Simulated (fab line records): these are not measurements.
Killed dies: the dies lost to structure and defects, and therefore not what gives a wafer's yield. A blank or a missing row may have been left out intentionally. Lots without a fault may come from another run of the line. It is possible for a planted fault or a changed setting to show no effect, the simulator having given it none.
Code-filled problem report in 8D (eight disciplines) form    flow sky130    the parts of the form that need people (team, actions taken, sign-off) are left out

1. WHAT WENT WRONG
Mean of beam-energy-keV at SKY_LDD_N_IMPLANT_10: 18.151 across 6 wafers in 2 lots; on wafers with no fault it is 20.000 (standard deviation 0.0057). That is -99 or more standard deviations from the usual mean.
Seen first at day 23 10:41 on implanter-01, wafer L662.4. The record holds 39 wafers of 13 lots with a number at this step. The rule behind "out" and "out of limits": a value lying over 4 standard deviations away from the usual mean. The rest of the wafers with a number are treated as sound.

2. WHAT IT IS; WHAT IT IS NOT
question                     is                      is not
which readings at this step  beam-energy-keV         rotation-deg
which lots                   L662, L665              L647, L648, L649, L651, L652, L654, L656, L659, L660, L663, L670
which wafers of those lots   all that have a number  -
read on which tools          implanter-01            implanter-02, implanter-04
when                         from day 23 10:41       up to then (27 sound wafers); but 6 sound wafers of L663, L670 came after

3. SUSPECTS, AND WHAT RULES EACH OUT
Counting: a tool at any process step up to the reading remains a suspect when it ran all the lots that are out and ran no sound lot after the first of those.
- plasma-asher-02 at SKY_VT_ADJUST_PCH_STRIP_09 (strips in O2/N2): kept. It processed each lot that is out, first L662 at day 15 03:50, and no sound lot thereafter; up to then, the last sound lot it processed was L652 at day 12 04:10.
- implanter-01 at SKY_LDD_N_IMPLANT_10: kept. It processed each lot that is out, first L662 at day 23 10:41, and no sound lot thereafter; up to then, the last sound lot it processed was L660 at day 22 22:13. Out on those wafers are its own readings of beam-energy-keV.
The count leaves implanter-01 at SKY_LDD_N_IMPLANT_10 and plasma-asher-02 at SKY_VT_ADJUST_PCH_STRIP_09.

4. THE CAUSE (what the simulator had put in)
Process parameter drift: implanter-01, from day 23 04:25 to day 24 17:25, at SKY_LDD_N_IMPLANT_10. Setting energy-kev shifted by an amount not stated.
Counting leaves 2 suspects; this tool is one of them.

5. THE CHAIN OF EFFECTS, in route order
Each row: a reading whose mean over the struck wafers that have a number lies more than 3 standard deviations from the usual. Only readings for which the record gives a usual standard deviation are gone through. hours: the time from each lot's start at the first step in this table that gives one to its start at this step, as a median over the lots. sigmas: the change in usual standard deviations.
hours  step                  reading          usual   on struck wafers  change  sigmas
0      SKY_LDD_N_IMPLANT_10  beam-energy-keV  20.000  18.151            -1.849  -99 or more
Here are the process steps it includes:
- SKY_LDD_N_IMPLANT_10
Later measuring or inspecting steps at which every struck wafer that the step has a row for has a number for every such reading, and none has moved that far: SKY_LDD_HVN_OVL_MEAS_07.

6. HOW IT WOULD HAVE BEEN CAUGHT EARLIER
6 hours passed between the start of the fault at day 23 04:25 and the first reading out of limits in this record, taken at day 23 10:41.
